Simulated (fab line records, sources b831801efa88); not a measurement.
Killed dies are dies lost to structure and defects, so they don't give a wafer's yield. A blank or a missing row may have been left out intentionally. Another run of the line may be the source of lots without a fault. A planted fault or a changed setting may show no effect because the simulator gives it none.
One fault seen from 2 desks    flow sfq_line    each desk has only its own numbers; what lay behind them comes last

## AT THE TOOL OWNER'S DESK: pvd_sputter-05
The tool's own readings at SFQ_TRILAYER_M0_DEP_SPUTTER_019 (material Nb, target thk 200 nm, time 133.3 s): means of the sampled wafers that have a number, for each lot that ran on this tool. Marked OUT: a lot whose mean sits more than 4 standard deviations from the usual mean, which makes it out of limits; the brackets give that distance.
Columns: A = throttle_valve_pct at SFQ_TRILAYER_M0_DEP_SPUTTER_019, usual 29.9 %
lot   first seen here  A
L225  day 9 07:43      31.1
L230  day 11 04:49     31.2
L232  day 11 20:23     30.1
L233  day 12 02:25     30.3
This desk's verdict: no lot among the 4 shows anything out of limits.

## METROLOGY DESK
What the gauges read for every lot (on any tool): the sampled wafers with a number, averaged. Marked OUT: a lot whose mean sits more than 4 standard deviations from the usual mean, which makes it out of limits; the brackets give that distance.
Columns: A = M0_NB_RS at SFQ_M0_RS_MEAS_904, usual 0.889 ohm/sq
lot   first seen here  A
L220  day 7 13:45      0.893
L221  day 7 23:05      0.883
L222  day 8 13:29      0.897
L223  day 8 19:29      0.878
L224  day 9 05:11      0.894
L225  day 9 07:50      0.889
L230  day 11 04:55     0.869
L231  day 11 12:05     0.898
L232  day 11 20:29     0.860
L233  day 12 02:32     0.832 (-5.8) OUT
L237  day 13 08:16     0.904
L238  day 13 16:51     0.879
L240  day 14 07:10     0.893
L242  day 14 21:12     0.894
L243  day 15 04:25     0.891
Per this desk, out of limits: L233; the first was L233, day 12 02:32 (M0_NB_RS at SFQ_M0_RS_MEAS_904). In limits: L220, L221, L222, L223, L224, L225, L230, L231, L232, L237, L238, L240, L242, L243.

## BROUGHT TOGETHER
The metrology desk could have raised an alarm at day 12 02:32, on L233.
The tool owner's desk saw nothing out of limits.
On record at the tool owner's desk: L233, within its limits.
The lots listed all ran SFQ_TRILAYER_M0_DEP_SPUTTER_019 on pvd_sputter-05.

## WHAT THE SIMULATOR HAD PUT IN
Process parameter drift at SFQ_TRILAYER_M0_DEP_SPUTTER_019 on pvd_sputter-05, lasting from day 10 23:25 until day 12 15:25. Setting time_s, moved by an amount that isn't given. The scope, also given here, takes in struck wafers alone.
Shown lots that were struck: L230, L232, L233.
Per desk, hours elapsed from the start of the fault to the first reading out of limits: for the metrology desk, 27.
